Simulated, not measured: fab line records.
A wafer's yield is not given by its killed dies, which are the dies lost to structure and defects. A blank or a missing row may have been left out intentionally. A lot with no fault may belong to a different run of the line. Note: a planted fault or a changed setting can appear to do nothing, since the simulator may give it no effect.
fab line records	flow gf180mcu
record: lots: 24	wafers: 72	last-day: 35
route steps=602 shown V3@434 V4@477 PASSIVATION@601
lots that met no fault: from a run of the same line without faults
start-h: hours from the record's first day to the start of the lot's first wafer shown	wait-h: how many hours have passed since the lot's step before this one	" as in the row above	L1.1+2: a single row standing in for several wafers	- no value, or no start given	* or withheld: withheld	< > ~ a bound
route shown NAME@n: names a module that has steps shown in the file, with the first one's number in the route	usual: mean and standard deviation over wafers with no fault	same: alike in all rows	chamber/n: place in a boat	sites: readings site by site	_std_site: the standard deviation of these	_edge_site: inner sites' mean taken away from outer sites' mean	radius-mm: how far each site lies from the wafer's centre	mask NAME#n: copy n	behind: the tool/chamber that last shaped the wafer	hold: why the lot was held/for how many hours/how that ended	device: the n, p or np transistor that did not switch	end of line: the route-end tests of the same wafers	a step given without rows: its recipe and nothing more	killed: count of dies lost to structure and defects at first sort (not the wafer's yield)	map: a wafer's dies, marking killed ones x, the rest . and places with no die _
set.NAME: the run value of the setting; set.NAME@STEP: its run value at that earlier step	model.NAME: the simulator's own value behind a step, which no gauge read
route steps across a sampled set of lots; one table per step, one row per wafer
services: from which hour (start-h, from the record's first day; less than 0 if before it) a tool's chamber was out of use, for how many hours, and why
== steps ==
step: GF_V3_BOW_MEAS_05
recipe: mode: bow
usual: V3_BOW: 117/9.2
lot.wafer	tool	chamber	start-h	wait-h	V3_BOW[um]
L074.2	film-metro-03	-	496.41	0.1	121
L074.4	"	-	"	"	125
L074.6	"	-	"	"	119
L075.1	film-metro-02	-	519.85	0.2	120
L075.4	"	-	"	"	112
L075.6	"	-	"	"	119
L077.1	film-metro-03	-	533.26	0.2	131
L077.4	"	-	"	"	110
L077.6	"	-	"	"	142
L076.1	film-metro-01	-	538.87	0.1	117
L076.5	"	-	"	"	137
L076.6	"	-	"	"	135
L078.1	film-metro-01	-	545.16	0.2	113
L078.3	"	-	"	"	108
L078.6	"	-	"	"	124
L079.1	film-metro-01	-	549.03	0.2	114
L079.2	"	-	"	"	104
L079.4	"	-	"	"	133
L080.1	film-metro-03	-	564.36	0.1	133
L080.2	"	-	"	"	137
L080.4	"	-	"	"	132
L082.1	film-metro-02	-	583.33	0.2	119
L082.5	"	-	"	"	106
L082.6	"	-	"	"	101
L081.1	film-metro-02	-	584.28	0.2	126
L081.3	"	-	"	"	120
L081.6	"	-	"	"	121
L084.2	film-metro-02	-	588.03	0.1	96
L084.4	"	-	"	"	113
L084.6	"	-	"	"	111
L083.4	film-metro-03	-	589.54	0.3	119
L083.5	"	-	"	"	121
L083.6	"	-	"	"	116
L085.1	film-metro-02	-	593.49	0.2	106
L085.3	"	-	"	"	114
L085.6	"	-	"	"	123
L086.1	film-metro-01	-	607.87	0.1	104
L086.3	"	-	"	"	121
L086.5	"	-	"	"	122
L087.2	film-metro-02	-	612.74	0.2	114
L087.3	"	-	"	"	114
L087.6	"	-	"	"	132
L088.4	film-metro-01	-	618.28	0.3	113
L088.5	"	-	"	"	120
L088.6	"	-	"	"	102
L089.1	film-metro-02	-	628.50	0.1	113
L089.2	"	-	"	"	117
L089.3	"	-	"	"	119
L090.1	film-metro-03	-	637.91	0.1	128
L090.2	"	-	"	"	124
L090.3	"	-	"	"	116
L091.1	film-metro-01	-	638.24	0.2	114
L091.2	"	-	"	"	111
L091.6	"	-	"	"	118
L092.2	film-metro-03	-	656.09	0.3	115
L092.3	"	-	"	"	127
L092.4	"	-	"	"	120
L093.2	film-metro-03	-	658.35	0.2	120
L093.3	"	-	"	"	120
L093.6	"	-	"	"	106
L094.1	film-metro-01	-	663.68	0.2	119
L094.5	"	-	"	"	110
L094.6	"	-	"	"	104
L095.3	film-metro-01	-	672.61	0.2	123
L095.5	"	-	"	"	111
L095.6	"	-	"	"	103
L096.3	film-metro-02	-	678.97	0.3	107
L096.4	"	-	"	"	98
L096.6	"	-	"	"	116
L097.2	film-metro-02	-	683.13	0.1	107
L097.3	"	-	"	"	115
L097.6	"	-	"	"	104
step: GF_V3_OVL_MEAS_15
usual: V3_OVL: 0/5.6
lot.wafer	tool	chamber	start-h	wait-h	V3_OVL[nm]
L074.2	overlay-01	-	520.93	0.1	-1
L074.4	"	-	"	"	-1
L074.6	"	-	"	"	-1
L075.1	overlay-01	-	543.37	0.1	-10
L075.4	"	-	"	"	-12
L075.6	"	-	"	"	-2
L077.1	overlay-02	-	556.33	0.1	10
L077.4	"	-	"	"	6
L077.6	"	-	"	"	4
L076.1	overlay-02	-	562.27	0.1	-11
L076.5	"	-	"	"	-1
L076.6	"	-	"	"	-6
L078.1	overlay-01	-	567.62	0.1	2
L078.3	"	-	"	"	12
L078.6	"	-	"	"	4
L079.1	overlay-01	-	572.03	0.1	5
L079.2	"	-	"	"	-3
L079.4	"	-	"	"	1
L080.1	overlay-02	-	586.77	0.1	-3
L080.2	"	-	"	"	0
L080.4	"	-	"	"	-6
L082.1	overlay-02	-	605.62	0.1	2
L082.5	"	-	"	"	5
L082.6	"	-	"	"	7
L081.1	overlay-02	-	607.20	0.1	1
L081.3	"	-	"	"	1
L081.6	"	-	"	"	0
L084.2	overlay-02	-	610.43	0.1	-3
L084.4	"	-	"	"	-3
L084.6	"	-	"	"	2
L083.4	overlay-02	-	611.44	0.1	-1
L083.5	"	-	"	"	-1
L083.6	"	-	"	"	4
L085.1	overlay-01	-	614.82	0.1	-3
L085.3	"	-	"	"	0
L085.6	"	-	"	"	-8
L086.1	overlay-02	-	629.42	0.1	-8
L086.3	"	-	"	"	-8
L086.5	"	-	"	"	-7
L087.2	overlay-01	-	634.48	0.1	11
L087.3	"	-	"	"	5
L087.6	"	-	"	"	12
L088.4	overlay-01	-	640.09	0.1	-4
L088.5	"	-	"	"	-2
L088.6	"	-	"	"	-8
L089.1	overlay-01	-	648.63	0.1	2
L089.2	"	-	"	"	-12
L089.3	"	-	"	"	4
L090.1	overlay-02	-	658.52	0.1	12
L090.2	"	-	"	"	1
L090.3	"	-	"	"	0
L091.1	overlay-01	-	658.93	0.1	5
L091.2	"	-	"	"	-3
L091.6	"	-	"	"	-1
L092.2	overlay-02	-	676.68	0.1	-5
L092.3	"	-	"	"	4
L092.4	"	-	"	"	-5
L093.2	overlay-02	-	678.33	0.1	-1
L093.3	"	-	"	"	2
L093.6	"	-	"	"	-8
L094.1	overlay-01	-	683.22	0.1	5
L094.5	"	-	"	"	0
L094.6	"	-	"	"	8
L095.3	overlay-02	-	691.43	0.1	2
L095.5	"	-	"	"	5
L095.6	"	-	"	"	1
L096.3	overlay-02	-	697.53	0.1	11
L096.4	"	-	"	"	3
L096.6	"	-	"	"	4
L097.2	overlay-02	-	702.08	0.1	0
L097.3	"	-	"	"	-12
L097.6	"	-	"	"	2
step: GF_V3_CVD_23
recipe: material: W	target-thk-nm: 350	time-s: 104.9	temp-c: 400	pressure-torr: 40
usual: heater-power-w: 794/18
lot.wafer	tool	chamber	start-h	wait-h	heater-power-w
L074.2	cvd-w-02	1	521.79	0.0	814
L074.4	"	0	"	"	777
L074.6	"	1	"	"	802
L075.1	cvd-w-01	1	544.18	0.0	797
L075.4	"	0	"	"	793
L075.6	"	0	"	"	796
L077.1	cvd-w-02	1	557.13	0.0	804
L077.4	"	0	"	"	741
L077.6	"	0	"	"	737
L076.1	cvd-w-01	1	563.07	0.0	783
L076.5	"	1	"	"	809
L076.6	"	0	"	"	792
L078.1	cvd-w-01	1	568.42	0.0	792
L078.3	"	1	"	"	783
L078.6	"	0	"	"	779
L079.1	cvd-w-01	0	572.86	0.0	777
L079.2	"	1	"	"	820
L079.4	"	0	"	"	782
L080.1	cvd-w-02	1	587.57	0.0	823
L080.2	"	0	"	"	780
L080.4	"	1	"	"	793
L082.1	cvd-w-02	1	606.44	0.0	809
L082.5	"	0	"	"	780
L082.6	"	1	"	"	808
L081.1	cvd-w-02	0	608.00	0.0	781
L081.3	"	1	"	"	796
L081.6	"	1	"	"	821
L084.2	cvd-w-01	1	611.22	0.0	805
L084.4	"	0	"	"	788
L084.6	"	0	"	"	776
L083.4	cvd-w-01	0	612.27	0.1	786
L083.5	"	0	"	"	803
L083.6	"	1	"	"	778
L085.1	cvd-w-01	0	615.62	0.0	783
L085.3	"	1	"	"	807
L085.6	"	1	"	"	795
L086.1	cvd-w-02	1	630.23	0.0	803
L086.3	"	1	"	"	796
L086.5	"	0	"	"	777
L087.2	cvd-w-01	1	635.27	0.0	810
L087.3	"	1	"	"	787
L087.6	"	0	"	"	787
L088.4	cvd-w-02	0	640.92	0.0	744
L088.5	"	0	"	"	756
L088.6	"	1	"	"	820
L089.1	cvd-w-01	0	649.43	0.0	783
L089.2	"	1	"	"	805
L089.3	"	1	"	"	808
L090.1	cvd-w-01	0	659.32	0.0	776
L090.2	"	1	"	"	801
L090.3	"	1	"	"	799
L091.1	cvd-w-02	1	659.74	0.0	812
L091.2	"	0	"	"	772
L091.6	"	1	"	"	806
L092.2	cvd-w-01	0	677.48	0.0	780
L092.3	"	1	"	"	789
L092.4	"	0	"	"	801
L093.2	cvd-w-02	0	679.12	0.0	780
L093.3	"	1	"	"	808
L093.6	"	0	"	"	770
L094.1	cvd-w-02	1	684.36	0.0	804
L094.5	"	1	"	"	829
L094.6	"	0	"	"	775
L095.3	cvd-w-02	1	692.26	0.1	786
L095.5	"	0	"	"	767
L095.6	"	1	"	"	812
L096.3	cvd-w-01	0	698.36	0.1	808
L096.4	"	1	"	"	776
L096.6	"	0	"	"	794
L097.2	cvd-w-02	0	702.87	0.0	783
L097.3	"	1	"	"	813
L097.6	"	0	"	"	782
step: GF_V3_CMP_26
recipe: stop-on: SiO2	down-force-psi: 3.5	platen-rpm: 60	t-overpolish-s: 15	target-thk-nm: 0	pad-velocity-m-s: 0.94248
usual: motor-current-A: 10.9/0.94	overpolish-run-s: 15.001/0.0094	time-to-endpoint-s: 85/3.4
lot.wafer	tool	chamber	start-h	wait-h	motor-current-A	overpolish-run-s	time-to-endpoint-s
L074.4	cmp-02	2	522.18	0.1	9.7	14.998	81
L074.2	"	3	"	"	10.7	15.016	85
L074.6	"	0	"	"	11.5	14.994	85
L075.1	cmp-02	1	544.47	0.1	11.2	15.002	79
L075.4	"	2	"	"	9.4	14.989	87
L075.6	"	2	"	"	9.5	15.006	88
L077.1	cmp-02	0	557.47	0.1	11.2	14.987	85
L077.4	"	1	"	"	12.0	14.994	83
L077.6	"	3	"	"	11.2	15.005	90
L076.1	cmp-02	1	563.52	0.2	11.6	15.000	81
L076.5	"	2	"	"	9.6	14.997	88
L076.6	"	3	"	"	10.8	15.010	88
L078.3	cmp-02	2	568.72	0.0	9.5	15.000	84
L078.1	"	0	"	"	11.5	14.995	84
L078.6	"	3	"	"	10.6	14.997	81
L079.4	cmp-02	3	573.15	0.0	11.4	14.996	86
L079.2	"	0	"	"	11.4	14.990	87
L079.1	"	1	"	"	12.2	14.987	82
L080.4	cmp-02	1	587.91	0.1	11.8	15.008	85
L080.1	"	2	"	"	8.8	14.996	94
L080.2	"	3	"	"	11.2	14.994	86
L082.1	cmp-02	0	606.78	0.1	10.9	14.999	86
L082.5	"	3	"	"	11.1	15.006	86
L082.6	"	0	"	"	11.8	14.980	88
L081.3	cmp-01	2	608.34	0.1	9.7	14.996	82
L081.1	"	0	"	"	10.4	15.006	84
L081.6	"	1	"	"	11.4	14.999	85
L084.2	cmp-01	1	611.51	0.0	10.9	14.992	85
L084.4	"	3	"	"	11.7	15.007	87
L084.6	"	1	"	"	11.3	15.010	84
L083.4	cmp-01	0	612.57	0.1	10.0	14.994	88
L083.5	"	3	"	"	12.4	15.001	81
L083.6	"	0	"	"	10.5	15.000	85
L085.1	cmp-02	2	616.01	0.1	8.8	14.995	86
L085.3	"	3	"	"	10.7	15.016	87
L085.6	"	1	"	"	12.1	14.992	80
L086.1	cmp-01	1	630.62	0.1	11.5	14.998	87
L086.3	"	2	"	"	10.0	14.998	83
L086.5	"	3	"	"	12.1	15.017	82
L087.3	cmp-01	3	635.61	0.1	11.9	14.986	84
L087.2	"	0	"	"	10.7	15.004	85
L087.6	"	2	"	"	10.0	14.994	84
L088.4	cmp-02	2	641.32	0.2	9.2	15.001	88
L088.5	"	3	"	"	11.1	15.007	91
L088.6	"	0	"	"	10.9	15.007	89
L089.3	cmp-01	3	649.77	0.1	12.4	15.028	84
L089.2	"	0	"	"	10.6	15.017	87
L089.1	"	1	"	"	11.1	14.994	81
L090.3	cmp-01	3	660.01	0.4	12.2	14.993	83
L090.2	"	1	"	"	11.4	14.998	79
L090.1	"	2	"	"	9.8	14.980	81
L091.1	cmp-01	3	660.31	0.3	11.7	14.999	89
L091.2	"	2	"	"	10.0	15.008	80
L091.6	"	3	"	"	12.3	15.019	87
L092.3	cmp-01	1	677.87	0.1	11.5	15.004	85
L092.4	"	2	"	"	9.8	14.985	82
L092.2	"	3	"	"	12.2	14.985	87
L093.2	cmp-01	1	679.46	0.1	11.4	15.006	80
L093.3	"	2	"	"	9.7	15.006	81
L093.6	"	1	"	"	11.2	14.995	81
L094.1	cmp-01	3	684.75	0.1	11.9	15.011	88
L094.6	"	1	"	"	11.7	14.987	81
L094.5	"	2	"	"	9.8	15.016	79
L095.3	cmp-01	0	692.62	0.1	10.4	15.007	90
L095.6	"	2	"	"	9.6	15.008	82
L095.5	"	3	"	"	12.2	15.019	84
L096.3	cmp-02	0	698.61	0.0	11.2	15.002	91
L096.4	"	1	"	"	11.8	15.003	83
L096.6	"	1	"	"	11.9	15.009	83
L097.3	cmp-01	0	703.21	0.1	10.6	15.013	91
L097.2	"	1	"	"	11.4	15.011	86
L097.6	"	0	"	"	9.7	15.018	88
step: GF_V4_THK_MEAS_01
recipe: reads: SiO2_of_V4_CVD_00
usual: V4_CVD_00_THK: 600/7.7
lot.wafer	tool	chamber	start-h	wait-h	V4_CVD_00_THK[nm]
L074.2	film-metro-03	-	546.27	0.0	603
L074.4	"	-	"	"	612
L074.6	"	-	"	"	601
L075.1	film-metro-03	-	568.36	0.0	611
L075.4	"	-	"	"	606
L075.6	"	-	"	"	609
L077.1	film-metro-01	-	580.74	0.0	596
L077.4	"	-	"	"	599
L077.6	"	-	"	"	604
L076.1	film-metro-04	-	586.85	0.0	587
L076.5	"	-	"	"	597
L076.6	"	-	"	"	590
L078.1	film-metro-01	-	591.62	0.0	602
L078.3	"	-	"	"	601
L078.6	"	-	"	"	600
L079.1	film-metro-04	-	596.89	0.0	610
L079.2	"	-	"	"	606
L079.4	"	-	"	"	606
L080.1	film-metro-01	-	611.84	0.0	594
L080.2	"	-	"	"	590
L080.4	"	-	"	"	585
L082.1	film-metro-04	-	629.54	0.1	610
L082.5	"	-	"	"	604
L082.6	"	-	"	"	604
L081.1	film-metro-03	-	631.58	0.0	603
L081.3	"	-	"	"	601
L081.6	"	-	"	"	599
L084.2	film-metro-03	-	634.33	0.0	606
L084.4	"	-	"	"	599
L084.6	"	-	"	"	613
L083.4	film-metro-04	-	635.49	0.0	597
L083.5	"	-	"	"	598
L083.6	"	-	"	"	601
L085.1	film-metro-01	-	638.73	0.0	592
L085.3	"	-	"	"	587
L085.6	"	-	"	"	597
L086.1	film-metro-03	-	652.44	0.0	603
L086.3	"	-	"	"	604
L086.5	"	-	"	"	614
L087.2	film-metro-01	-	657.68	0.0	592
L087.3	"	-	"	"	589
L087.6	"	-	"	"	590
L088.4	film-metro-01	-	662.98	0.0	609
L088.5	"	-	"	"	615
L088.6	"	-	"	"	607
L089.1	film-metro-03	-	671.09	0.0	595
L089.2	"	-	"	"	607
L089.3	"	-	"	"	604
L090.1	film-metro-01	-	681.25	0.0	611
L090.2	"	-	"	"	606
L090.3	"	-	"	"	608
L091.1	film-metro-04	-	682.23	0.0	605
L091.2	"	-	"	"	606
L091.6	"	-	"	"	614
L092.2	film-metro-03	-	697.95	0.0	603
L092.3	"	-	"	"	604
L092.4	"	-	"	"	607
L093.2	film-metro-01	-	700.60	0.0	594
L093.3	"	-	"	"	586
L093.6	"	-	"	"	593
L094.1	film-metro-04	-	704.59	0.0	592
L094.5	"	-	"	"	599
L094.6	"	-	"	"	591
L095.3	film-metro-04	-	712.29	0.1	593
L095.5	"	-	"	"	596
L095.6	"	-	"	"	595
L096.3	film-metro-03	-	718.53	0.1	601
L096.4	"	-	"	"	603
L096.6	"	-	"	"	597
L097.2	film-metro-04	-	723.25	0.0	597
L097.3	"	-	"	"	599
L097.6	"	-	"	"	603
step: GF_PASSIVATION_BOW_MEAS_14
recipe: mode: bow
usual: PASSIVATION_BOW: 135/9.4
lot.wafer	tool	chamber	start-h	wait-h	PASSIVATION_BOW[um]
L074.2	film-metro-01	-	683.24	0.0	132
L074.4	"	-	"	"	135
L074.6	"	-	"	"	131
L075.1	film-metro-04	-	702.57	0.0	137
L075.4	"	-	"	"	129
L075.6	"	-	"	"	137
L077.1	film-metro-01	-	712.30	0.0	152
L077.4	"	-	"	"	132
L077.6	"	-	"	"	161
L076.1	film-metro-01	-	718.30	0.0	125
L076.5	"	-	"	"	145
L076.6	"	-	"	"	142
L078.1	film-metro-03	-	723.35	0.0	128
L078.3	"	-	"	"	125
L078.6	"	-	"	"	142
L079.1	film-metro-04	-	727.45	0.0	135
L079.2	"	-	"	"	123
L079.4	"	-	"	"	153
L080.1	film-metro-01	-	739.12	0.0	151
L080.2	"	-	"	"	153
L080.4	"	-	"	"	147
L082.1	film-metro-01	-	752.85	0.0	130
L082.5	"	-	"	"	122
L082.6	"	-	"	"	115
L081.1	film-metro-04	-	754.96	0.1	144
L081.3	"	-	"	"	134
L081.6	"	-	"	"	138
L084.2	film-metro-04	-	756.49	0.0	119
L084.4	"	-	"	"	135
L084.6	"	-	"	"	134
L083.4	film-metro-03	-	758.41	0.1	139
L083.5	"	-	"	"	144
L083.6	"	-	"	"	137
L085.1	film-metro-04	-	762.79	0.1	119
L085.3	"	-	"	"	129
L085.6	"	-	"	"	140
L086.1	film-metro-04	-	771.02	0.0	118
L086.3	"	-	"	"	135
L086.5	"	-	"	"	138
L087.2	film-metro-04	-	777.72	0.0	137
L087.3	"	-	"	"	138
L087.6	"	-	"	"	154
L088.4	film-metro-01	-	781.51	0.1	140
L088.5	"	-	"	"	146
L088.6	"	-	"	"	128
L089.1	film-metro-04	-	787.40	0.0	136
L089.2	"	-	"	"	141
L089.3	"	-	"	"	142
L090.1	film-metro-04	-	796.80	0.0	143
L090.2	"	-	"	"	137
L090.3	"	-	"	"	130
L091.1	film-metro-03	-	797.72	0.0	141
L091.2	"	-	"	"	137
L091.6	"	-	"	"	145
L092.2	film-metro-03	-	810.74	0.0	122
L092.3	"	-	"	"	135
L092.4	"	-	"	"	128
L093.2	film-metro-04	-	813.12	0.0	138
L093.3	"	-	"	"	136
L093.6	"	-	"	"	122
L094.1	film-metro-04	-	816.32	0.0	155
L094.5	"	-	"	"	146
L094.6	"	-	"	"	138
L095.3	film-metro-01	-	820.74	0.0	138
L095.5	"	-	"	"	126
L095.6	"	-	"	"	119
L096.3	film-metro-01	-	825.96	0.0	124
L096.4	"	-	"	"	114
L096.6	"	-	"	"	133
L097.2	film-metro-04	-	829.94	0.0	133
L097.3	"	-	"	"	142
L097.6	"	-	"	"	132
== services ==
tool	chamber	start-h	hours	kind
cvd-w-02	-	539.91	1.1	repair
cmp-02	-	548.17	0.2	repair
cvd-w-02	0	563.52	8.6	repair
cmp-02	-	573.50	4.0	pm
cmp-02	-	577.50	-	consumable-replace:conditioner
cmp-02	-	577.50	-	consumable-replace:pad
cmp-02	-	593.57	1.4	repair
cvd-w-02	-	594.45	1.6	repair
cmp-01	-	617.16	5.6	pm
cmp-01	-	624.26	1.0	repair
cmp-01	-	640.85	1.5	repair
cmp-01	-	658.71	1.3	repair
cmp-02	-	693.46	1.1	repair
== key ==
fault none
